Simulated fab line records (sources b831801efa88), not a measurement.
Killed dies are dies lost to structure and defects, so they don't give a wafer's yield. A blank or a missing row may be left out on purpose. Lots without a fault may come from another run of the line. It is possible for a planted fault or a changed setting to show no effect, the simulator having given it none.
fab line records ; flow sky130
[record] lots = 11; wafers = 33; last-day = 51
route steps=708 shown VIA2@523 VIA3@573 PAD_OPEN@708
lots that met no fault: from a run of the same line without faults
start-h: hours from the record's opening day to when the first of the lot's shown wafers began ; wait-h: how many hours have passed since the lot's step before this one ; " the same as in the row above ; L1.1+2: a row that stands for several wafers ; - no value, or no start was given ; * or withheld: withheld ; < > ~ a bound
route shown NAME@n: names a module that has steps shown in the file, with the first one's number in the route ; usual: the fault-free wafers' mean and standard deviation ; same: alike in all rows ; chamber/n: place in a boat ; sites: readings site by site ; _std_site: standard deviation across them ; _edge_site: inner sites' mean taken away from outer sites' mean ; radius-mm: how far each site lies from the wafer's centre ; mask NAME#n: copy n ; behind: tool/chamber where the wafer was last shaped ; hold: what put the lot on hold/how long, in hours/how the hold closed ; device: the n, p or np transistor that did not switch ; end of line: tests of these same wafers at the route's end ; for a step that has no rows: nothing shown but its recipe ; killed: the dies lost at the first sort to structure and to defects; this is not the yield of the wafer ; map: dies across one wafer; x = killed, . = not, _ = none there
set.NAME: the setting the step ran with; set.NAME@STEP: the setting that earlier step ran with ; model.NAME: the simulator's own value behind a step, which no gauge read
steps of the route over a sample of lots; a table a step, a row a wafer
services: a tool's chamber out of use, with start hour (start-h, from the record's first day; less than 0 if before it), hours out, and reason
[[steps]]
[step SKY_VIA2_STRIP_16]
[recipe] chemistry = O2/N2; power-w = 1400; pressure-mtorr = 1500; platen-temp-c = withheld; o2-flow-sccm = 3000; n2-flow-sccm = 300; overash-fraction = 0.5
[usual] drypump-motor-current-A = 5.7/0.49; oes-product-au = 0.399/0.0049; strip-time-to-endpoint-s = 4.05/0.031
lot.wafer;tool;chamber;start-h;wait-h;drypump-motor-current-A;oes-product-au;rf-hours-counter-h;strip-time-to-endpoint-s
L524.1;plasma-asher-03;0;874.01;0.0;6.0;0.403;44;4.05
L524.2;plasma-asher-03;1;874.01;0.0;5.3;0.406;44;4.09
L524.5;plasma-asher-03;1;874.01;0.0;5.3;0.396;-;4.08
L525.1;plasma-asher-04;1;884.35;0.0;5.3;0.395;107;4.12
L525.3;plasma-asher-04;1;884.35;0.0;5.3;0.396;-;4.05
L525.5;plasma-asher-04;1;884.35;0.0;5.3;0.403;-;4.00
L526.1;plasma-asher-03;1;885.58;0.0;5.3;0.396;46;4.03
L526.2;plasma-asher-03;0;885.58;0.0;6.1;0.417;46;4.07
L526.6;plasma-asher-03;0;885.58;0.0;6.1;0.398;-;4.06
L534.2;plasma-asher-01;0;944.55;0.0;6.7;0.403;20;4.05
L534.4;plasma-asher-01;1;944.55;0.0;5.7;0.398;-;4.05
L534.5;plasma-asher-01;0;944.55;0.0;6.7;0.393;-;4.05
L535.1;plasma-asher-03;0;954.41;0.0;6.1;0.395;52;4.04
L535.2;plasma-asher-03;1;954.41;0.0;5.4;0.401;52;4.09
L535.6;plasma-asher-03;1;954.41;0.0;5.3;0.403;-;4.06
L538.3;plasma-asher-04;0;990.69;0.1;5.3;0.407;-;4.06
L538.5;plasma-asher-04;1;990.69;0.1;5.3;0.398;-;4.07
L538.6;plasma-asher-04;0;990.69;0.1;5.3;0.391;-;4.02
L539.3;plasma-asher-01;1;995.04;0.1;5.6;0.398;-;4.03
L539.4;plasma-asher-01;0;995.04;0.1;6.7;0.408;-;4.10
L539.5;plasma-asher-01;1;995.04;0.1;5.6;0.404;-;4.06
L541.2;plasma-asher-04;1;1007.93;0.0;5.3;0.391;120;4.03
L541.5;plasma-asher-04;0;1007.93;0.0;5.3;0.396;-;4.01
L541.6;plasma-asher-04;1;1007.93;0.0;5.3;0.401;-;4.05
L540.1;plasma-asher-03;1;1008.66;0.0;5.3;0.396;57;4.04
L540.2;plasma-asher-03;0;1008.66;0.0;6.0;0.404;57;4.12
L540.4;plasma-asher-03;1;1008.66;0.0;5.3;0.396;-;4.08
L542.1;plasma-asher-04;0;1009.36;0.0;5.4;0.408;120;4.08
L542.3;plasma-asher-04;1;1009.36;0.0;5.3;0.394;-;4.00
L542.5;plasma-asher-04;1;1009.36;0.0;5.3;0.400;-;4.04
L543.1;plasma-asher-04;1;1043.25;0.0;5.3;0.395;124;4.13
L543.2;plasma-asher-04;0;1043.25;0.0;5.3;0.398;124;4.03
L543.4;plasma-asher-04;0;1043.25;0.0;5.3;0.398;-;4.04
[step SKY_VIA2_SPUTTER_20]
[recipe] material = TiN; target-thk-nm = 20; chamber-pressure-pa = 5; power-w = 4000; time-s = 80
[usual] cathode-dc-power-W = 4000.0/0.73; throttle-valve-pct = 30.0/1.1
lot.wafer;tool;chamber;start-h;wait-h;cathode-dc-power-W;throttle-valve-pct
L524.1;pvd-sputter-03;-;874.65;0.0;4000.2;28.9
L524.2;pvd-sputter-03;-;874.65;0.0;4001.2;31.1
L524.5;pvd-sputter-03;-;874.65;0.0;3999.6;31.1
L525.1;pvd-sputter-04;-;884.98;0.0;3999.8;31.0
L525.3;pvd-sputter-04;-;884.98;0.0;4000.6;29.0
L525.5;pvd-sputter-04;-;884.98;0.0;3998.9;30.8
L526.1;pvd-sputter-01;-;886.17;0.0;4000.6;31.3
L526.2;pvd-sputter-01;-;886.17;0.0;4000.1;30.5
L526.6;pvd-sputter-01;-;886.17;0.0;3999.6;27.9
L534.2;pvd-sputter-04;-;945.16;0.0;4000.2;30.2
L534.4;pvd-sputter-04;-;945.16;0.0;4000.0;30.8
L534.5;pvd-sputter-04;-;945.16;0.0;3999.6;30.9
L535.1;pvd-sputter-03;-;955.00;0.0;3999.9;28.8
L535.2;pvd-sputter-03;-;955.00;0.0;3999.6;29.2
L535.6;pvd-sputter-03;-;955.00;0.0;3999.9;29.0
L538.3;pvd-sputter-01;-;991.25;0.0;3999.8;31.4
L538.5;pvd-sputter-01;-;991.25;0.0;3997.9;32.0
L538.6;pvd-sputter-01;-;991.25;0.0;4001.0;30.7
L539.3;pvd-sputter-03;-;995.60;0.0;4001.0;31.3
L539.4;pvd-sputter-03;-;995.60;0.0;3998.8;29.3
L539.5;pvd-sputter-03;-;995.60;0.0;4000.1;29.2
L541.2;pvd-sputter-03;-;1008.52;0.0;4000.2;31.2
L541.5;pvd-sputter-03;-;1008.52;0.0;4000.3;31.1
L541.6;pvd-sputter-03;-;1008.52;0.0;3999.9;29.4
L540.1;pvd-sputter-04;-;1009.25;0.0;4001.0;29.4
L540.2;pvd-sputter-04;-;1009.25;0.0;4000.0;30.6
L540.4;pvd-sputter-04;-;1009.25;0.0;4000.4;29.3
L542.1;pvd-sputter-01;-;1009.95;0.0;3998.7;31.3
L542.3;pvd-sputter-01;-;1009.95;0.0;4000.5;30.5
L542.5;pvd-sputter-01;-;1009.95;0.0;4000.2;30.6
L543.1;pvd-sputter-03;-;1043.85;0.0;3998.4;29.3
L543.2;pvd-sputter-03;-;1043.85;0.0;4000.8;29.2
L543.4;pvd-sputter-03;-;1043.85;0.0;4000.1;29.2
[step SKY_VIA3_HDPCVD_00]
[recipe] material = SiO2; target-thk-nm = 1635; sigma-open-frac = 0.3; time-s = 272.5; temp-c = 400; sih4-flow-sccm = 60; pressure-mtorr = 6
[usual] pressure-mtorr = 6.000/0.011; run-length-s = 300.8/0.6
lot.wafer;tool;chamber;start-h;wait-h;pressure-mtorr;run-length-s
L524.1;hdpcvd-02;0;927.94;0.0;6.023;301.3
L524.2;hdpcvd-02;2;927.94;0.0;6.018;301.6
L524.5;hdpcvd-02;1;927.94;0.0;5.995;300.6
L525.1;hdpcvd-02;2;937.93;0.0;6.002;301.6
L525.3;hdpcvd-02;0;937.93;0.0;6.003;301.1
L525.5;hdpcvd-02;2;937.93;0.0;5.990;302.1
L526.1;hdpcvd-01;0;938.99;0.0;5.990;299.5
L526.2;hdpcvd-01;2;938.99;0.0;6.004;300.1
L526.6;hdpcvd-01;1;938.99;0.0;6.008;301.1
L534.2;hdpcvd-02;0;996.04;0.0;-;-
L534.4;hdpcvd-02;0;996.04;0.0;-;-
L534.5;hdpcvd-02;2;996.04;0.0;-;-
L535.1;hdpcvd-02;0;1005.33;0.0;-;-
L535.2;hdpcvd-02;1;1005.33;0.0;-;-
L535.6;hdpcvd-02;1;1005.33;0.0;-;-
L538.3;hdpcvd-01;2;1038.57;0.0;5.985;300.9
L538.5;hdpcvd-01;1;1038.57;0.0;6.000;301.2
L538.6;hdpcvd-01;0;1038.57;0.0;5.977;300.1
L539.3;hdpcvd-01;0;1043.44;0.0;6.007;299.9
L539.4;hdpcvd-01;0;1043.44;0.0;5.964;300.3
L539.5;hdpcvd-01;1;1043.44;0.0;6.003;301.5
L541.2;hdpcvd-02;0;1055.76;0.0;5.986;301.0
L541.5;hdpcvd-02;1;1055.76;0.0;6.005;300.6
L541.6;hdpcvd-02;0;1055.76;0.0;5.984;301.1
L540.1;hdpcvd-01;0;1056.34;0.0;5.996;299.6
L540.2;hdpcvd-01;2;1056.34;0.0;5.997;299.7
L540.4;hdpcvd-01;0;1056.34;0.0;5.997;299.9
L542.1;hdpcvd-02;2;1057.88;0.0;5.969;301.3
L542.3;hdpcvd-02;0;1057.88;0.0;5.990;300.7
L542.5;hdpcvd-02;2;1057.88;0.0;5.985;301.3
L543.1;hdpcvd-01;2;1087.82;0.0;6.009;299.7
L543.2;hdpcvd-01;1;1087.82;0.0;6.006;301.1
L543.4;hdpcvd-01;0;1087.82;0.0;5.981;299.6
[step SKY_VIA3_OVL_MEAS_13]
[usual] VIA3_OVL = 1/5.8
lot.wafer;tool;chamber;start-h;wait-h;VIA3_OVL[nm]
L524.1;overlay-02;-;953.31;0.1;2
L524.2;overlay-02;-;953.31;0.1;6
L524.5;overlay-02;-;953.31;0.1;2
L525.1;overlay-02;-;963.39;0.1;6
L525.3;overlay-02;-;963.39;0.1;-1
L525.5;overlay-02;-;963.39;0.1;8
L526.1;overlay-02;-;964.21;0.1;-8
L526.2;overlay-02;-;964.21;0.1;-13
L526.6;overlay-02;-;964.21;0.1;-3
L534.2;overlay-02;-;1019.87;0.1;0
L534.4;overlay-02;-;1019.87;0.1;5
L534.5;overlay-02;-;1019.87;0.1;10
L535.1;overlay-02;-;1028.39;0.1;-2
L535.2;overlay-02;-;1028.39;0.1;10
L535.6;overlay-02;-;1028.39;0.1;11
L538.3;overlay-02;-;1060.95;0.1;7
L538.5;overlay-02;-;1060.95;0.1;6
L538.6;overlay-02;-;1060.95;0.1;9
L539.3;overlay-02;-;1065.35;0.1;2
L539.4;overlay-02;-;1065.35;0.1;-2
L539.5;overlay-02;-;1065.35;0.1;-1
L541.2;overlay-01;-;1077.20;0.1;13
L541.5;overlay-01;-;1077.20;0.1;11
L541.6;overlay-01;-;1077.20;0.1;6
L540.1;overlay-02;-;1078.16;0.1;-5
L540.2;overlay-02;-;1078.16;0.1;-9
L540.4;overlay-02;-;1078.16;0.1;-4
L542.1;overlay-01;-;1079.16;0.1;-11
L542.3;overlay-01;-;1079.16;0.1;-11
L542.5;overlay-01;-;1079.16;0.1;-5
L543.1;overlay-01;-;1108.89;0.1;1
L543.2;overlay-01;-;1108.89;0.1;-1
L543.4;overlay-01;-;1108.89;0.1;1
[step SKY_VIA3_ETCH_15]
[recipe] target = SiO2; chemistry = C4F8/O2/Ar; target-depth-nm = 507; stop-on = TiN; mask-material = KrF-thick; source-w = 1500; bias-w = 1200; pressure-mtorr = 40; c4f8-flow-sccm = withheld; O2_flow_sccm = 6; Ar_flow_sccm = 300; time-s = 78
[usual] oes-product-au = 0.947/0.0046
lot.wafer;tool;chamber;start-h;wait-h;oes-product-au;rf-hours-counter-h
L524.1;rie-diel-03;3;953.39;0.0;0.956;4
L524.2;rie-diel-03;2;953.39;0.0;0.949;6
L524.5;rie-diel-03;3;953.39;0.0;0.942;-
L525.1;rie-diel-04;0;963.47;0.0;0.946;13
L525.3;rie-diel-04;1;963.47;0.0;0.953;24
L525.5;rie-diel-04;3;963.47;0.0;0.939;-
L526.1;rie-diel-03;0;964.29;0.0;0.940;10
L526.2;rie-diel-03;2;964.29;0.0;0.954;6
L526.6;rie-diel-03;2;964.29;0.0;0.945;-
L534.2;rie-diel-04;1;1019.94;0.0;0.377;25
L534.4;rie-diel-04;0;1019.94;0.0;0.369;14
L534.5;rie-diel-04;2;1019.94;0.0;0.378;-
L535.1;rie-diel-03;0;1028.47;0.0;0.384;12
L535.2;rie-diel-03;1;1028.47;0.0;0.377;25
L535.6;rie-diel-03;2;1028.47;0.0;0.372;-
L538.3;rie-diel-01;0;1061.02;0.0;0.944;22
L538.5;rie-diel-01;3;1061.02;0.0;0.950;-
L538.6;rie-diel-01;2;1061.02;0.0;0.949;-
L539.3;rie-diel-01;0;1065.42;0.0;0.942;22
L539.4;rie-diel-01;1;1065.42;0.0;0.942;23
L539.5;rie-diel-01;0;1065.42;0.0;0.959;-
L541.2;rie-diel-04;2;1077.27;0.0;0.943;18
L541.5;rie-diel-04;3;1077.27;0.0;0.955;-
L541.6;rie-diel-04;2;1077.27;0.0;0.942;-
L540.1;rie-diel-01;0;1078.24;0.0;0.943;23
L540.2;rie-diel-01;2;1078.24;0.0;0.943;17
L540.4;rie-diel-01;1;1078.24;0.0;0.944;23
L542.1;rie-diel-03;3;1079.24;0.0;0.953;9
L542.3;rie-diel-03;0;1079.24;0.0;0.946;14
L542.5;rie-diel-03;1;1079.24;0.0;0.944;-
L543.1;rie-diel-01;0;1108.97;0.0;0.950;24
L543.2;rie-diel-01;3;1108.97;0.0;0.960;26
L543.4;rie-diel-01;0;1108.97;0.0;0.938;-
[step SKY_PAD_OPEN_PROBE_99]
[usual] defect-limited-yield = 82.3/2.1; killed_at_M0_to_M3 = 44/7.2; killed_at_M4_up = 3.1/1.7; killed-at-contacts = 24/5.2; killed-at-front-end = 15/4.1; killed-at-other = 0.3/0.61; killed-dies = 87/10; killed-on-rim = 17/3.8; killed-open = 48/7.5; killed-short = 39/6.6; sort_bin_3_pad_short = 0.8/0.39; sort_bin_5_function = 10.4/1.7; sort_bin_6_memory = 6.5/1.1; sort-n-pass = 405/10; sort-yield-pct = 82.3/2.1
[same] gross-dies = 492; killed-at-back-side = 0; sort_bin_4_leakage[%] = 0; sort_bin_8_speed[%] = 0
lot.wafer;tool;chamber;start-h;wait-h;defect-limited-yield[%];killed_at_M0_to_M3;killed_at_M4_up;killed-at-contacts;killed-at-front-end;killed-at-other;killed-dies;killed-on-rim;killed-open;killed-short;sort_bin_3_pad_short[%];sort_bin_5_function[%];sort_bin_6_memory[%];sort-n-pass;sort-yield-pct[%]
L524.2;prober-01;-;1096.42;0.1;83.7;42;4;14;20;0;80;21;39;40;1.0;10.6;4.7;412;83.7
L526.1;prober-01;-;1105.03;0.1;80.7;52;2;27;13;1;95;22;53;42;0.6;10.6;8.1;397;80.7
L526.6;prober-01;-;1105.28;0.2;78.3;45;3;36;23;0;107;19;58;49;1.6;12.2;7.9;385;78.3
L534.2;prober-01;-;1149.44;0.1;0;482;4;3;2;1;492;96;7;6;30.3;67.1;2.6;0;0
L534.4;prober-01;-;1149.54;0.2;0;485;0;4;3;0;492;96;8;5;23.0;74.4;2.6;0;0
L534.5;prober-01;-;1149.59;0.2;0;478;5;5;4;0;492;96;10;8;27.6;69.1;3.3;0;0
L535.1;prober-02;-;1157.11;0.1;0;478;1;3;9;1;492;96;11;8;26.6;70.1;3.3;0;0
L535.2;prober-02;-;1157.16;0.1;0;482;1;3;5;1;492;96;5;11;25.2;72.6;2.2;0;0
L535.6;prober-02;-;1157.36;0.2;0;487;0;3;2;0;492;96;7;5;27.6;69.9;2.4;0;0
L538.3;prober-01;-;1182.80;0.2;82.3;57;5;15;10;0;87;22;50;36;0.4;11.4;5.9;405;82.3
L538.5;prober-01;-;1182.90;0.2;81.1;44;5;27;17;0;93;15;52;40;0.8;11.4;6.7;399;81.1
L538.6;prober-01;-;1182.95;0.2;81.7;46;8;24;12;0;90;19;43;45;0.6;12.2;5.5;402;81.7
L542.1;prober-01;-;1197.59;0.1;82.3;41;3;27;14;2;87;20;44;41;0.8;9.8;7.1;405;82.3
L542.3;prober-01;-;1197.69;0.2;81.9;40;4;26;17;2;89;21;44;44;0.6;11.4;6.1;403;81.9
L542.5;prober-01;-;1197.79;0.2;81.3;41;6;26;19;0;92;15;44;48;1.4;11.4;5.9;400;81.3
// killed by level:class
L524.2 VIA1:geometric-particle:open=14 FIELD_ISO:geometric-particle:open=6 METAL3:geometric-particle:short=5 VIA3:geometric-particle:open=5 FIELD_ISO:geometric-particle:short=4 POLY_GATE:geometric-particle:open=4 POLY_GATE:geometric-particle:short=4 LOCAL_INTERCONNECT:geometric-particle:short=4
L526.1 VIA3:geometric-particle:open=11 VIA1:geometric-particle:open=10 CONTACT:geometric-particle:open=8 LI_CONTACT:geometric-particle:open=6 LOCAL_INTERCONNECT:geometric-particle:short=5 METAL1:geometric-particle:short=5 METAL3:geometric-particle:short=5 VIA1:geometric-particle:short=5
L526.6 VIA3:geometric-particle:open=10 CONTACT:geometric-particle:open=9 VIA1:geometric-particle:open=8 VIA2:geometric-particle:open=7 LI_CONTACT:geometric-particle:open=7 METAL2:geometric-particle:short=7 FIELD_ISO:geometric-particle:open=6 POLY_GATE:geometric-particle:short=6
L534.2 VIA3:lost-pattern=475 SPACER:geometric-particle:short=2 CONTACT:geometric-particle:short=2 METAL1:geometric-particle:short=2 VIA2:geometric-particle:open=2 VIA4:area-expose=2 LOCAL_INTERCONNECT:geometric-particle:open=1 METAL1:geometric-particle:open=1
L534.4 VIA3:lost-pattern=479 CONTACT:geometric-particle:open=2 METAL3:geometric-particle:short=2 FIELD_ISO:geometric-particle:short=1 FIELD_ISO:geometric-particle:open=1 POLY_GATE:geometric-particle:open=1 LI_CONTACT:geometric-particle:open=1 CONTACT:geometric-particle:short=1
L534.5 VIA3:lost-pattern=471 VIA2:geometric-particle:open=3 METAL4:geometric-particle:short=3 CONTACT:geometric-particle:open=2 FIELD_ISO:geometric-particle:short=1 FIELD_ISO:geometric-particle:open=1 POLY_GATE:geometric-particle:open=1 POLY_GATE:geometric-particle:short=1
L535.1 VIA3:lost-pattern=472 FIELD_ISO:geometric-particle:open=4 POLY_GATE:geometric-particle:short=2 POLY_GATE:geometric-particle:open=2 VIA2:geometric-particle:open=2 FIELD_ISO:geometric-particle:short=1 LI_CONTACT:geometric-particle:short=1 LI_CONTACT:geometric-particle:open=1
L535.2 VIA3:lost-pattern=474 FIELD_ISO:geometric-particle:short=2 CONTACT:geometric-particle:open=2 VIA1:geometric-particle:short=2 POLY_GATE:geometric-particle:short=1 POLY_GATE:geometric-particle:open=1 VIA1:geometric-particle:open=1 SPACER:geometric-particle:open=1
L535.6 VIA3:lost-pattern=480 VIA1:geometric-particle:short=3 VIA2:geometric-particle:open=2 FIELD_ISO:geometric-particle:open=1 SONOS_ONO:geometric-particle:open=1 LI_CONTACT:geometric-particle:open=1 LOCAL_INTERCONNECT:geometric-particle:short=1 CONTACT:geometric-particle:open=1
L538.3 VIA1:geometric-particle:open=12 METAL2:geometric-particle:short=9 METAL1:geometric-particle:short=8 VIA3:geometric-particle:open=7 CONTACT:geometric-particle:open=5 METAL2:geometric-particle:open=5 LI_CONTACT:geometric-particle:open=4 VIA1:geometric-particle:short=4
L538.5 CONTACT:geometric-particle:open=11 VIA1:geometric-particle:open=10 METAL2:geometric-particle:short=8 VIA3:geometric-particle:open=8 VIA2:geometric-particle:open=7 LI_CONTACT:geometric-particle:open=6 LI_CONTACT:geometric-particle:short=5 METAL4:geometric-particle:short=5
L538.6 CONTACT:geometric-particle:open=10 METAL2:geometric-particle:short=8 VIA1:geometric-particle:open=7 VIA2:geometric-particle:open=6 METAL3:geometric-particle:short=5 VIA3:geometric-particle:open=5 CONTACT:geometric-particle:short=4 METAL1:geometric-particle:short=4
L542.1 VIA1:geometric-particle:open=13 LI_CONTACT:geometric-particle:open=9 CONTACT:geometric-particle:open=8 METAL2:geometric-particle:short=7 FIELD_ISO:geometric-particle:short=6 LOCAL_INTERCONNECT:geometric-particle:short=5 VIA2:geometric-particle:open=5 LI_CONTACT:geometric-particle:short=4
L542.3 METAL1:geometric-particle:short=10 VIA1:geometric-particle:open=10 CONTACT:geometric-particle:open=9 POLY_GATE:geometric-particle:open=6 LI_CONTACT:geometric-particle:open=5 CONTACT:geometric-particle:short=5 METAL2:geometric-particle:short=4 VIA2:geometric-particle:open=4
L542.5 CONTACT:geometric-particle:open=12 VIA1:geometric-particle:open=8 FIELD_ISO:geometric-particle:short=7 METAL2:geometric-particle:short=7 FIELD_ISO:geometric-particle:open=6 CONTACT:geometric-particle:short=6 METAL1:geometric-particle:short=6 METAL4:geometric-particle:short=5
[[services]]
tool;chamber;start-h;hours;kind
hdpcvd-01;0;851.33;3.0;repair
hdpcvd-01;2;890.14;1.9;repair
pvd-sputter-03;-;892.44;0.6;repair
pvd-sputter-04;-;910.19;11.4;repair
rie-diel-03;2;912.22;7.2;repair
plasma-asher-03;-;912.49;2.8;pm
rie-diel-01;3;931.31;23.7;repair
plasma-asher-04;-;932.23;0.7;repair
hdpcvd-01;-;950.25;15.0;pm
plasma-asher-03;-;956.32;8.3;repair
rie-diel-01;0;956.89;9.9;repair
hdpcvd-01;-;965.25;2.8;pm
hdpcvd-02;-;968.00;2.8;pm
rie-diel-01;-;974.10;2.8;pm
hdpcvd-01;-;982.11;1.8;repair
rie-diel-01;2;984.63;15.8;repair
hdpcvd-02;-;1010.30;2.5;repair
rie-diel-03;0;1022.98;1.6;repair
rie-diel-03;1;1024.50;2.0;repair
plasma-asher-04;-;1055.25;9.0;pm
rie-diel-03;3;1064.07;7.6;repair
pvd-sputter-03;-;1071.31;1.5;repair
rie-diel-01;1;1078.59;32.7;repair
plasma-asher-04;-;1079.59;3.3;repair
[[key]]
[first-sign] step = SKY_VIA3_HDPCVD_00; reading = tool-record; direction = missing
[effect] step = SKY_VIA3_ETCH_15; reading = oes-product-au; direction = down; sigmas = 99+; usual = 0.947; struck = 0.376
[effect] step = SKY_PAD_OPEN_PROBE_99; reading = sort_bin_3_pad_short; direction = up; sigmas = 67; usual = 0.8; struck = 26.7
met-at SKY_VIA3_HDPCVD_00
struck-lots L534,L535
later-rows-left-out L534.2,L534.4,L534.5,L535.1,L535.2,L535.6
not-acting-at SKY_VIA2_STRIP_16,SKY_VIA2_SPUTTER_20,SKY_VIA3_OVL_MEAS_13
onset-between 937.93 996.04
[fault] kind = skipped-step-whole; tool = hdpcvd-02; chamber = -; onset-h = 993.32; steps = SKY_VIA3_HDPCVD_00; scope = struck-lots-only
// later-rows-left-out: the simulator's readings of these wafers behind a module that went badly wrong aren't trusted and aren't shown, but for the sort
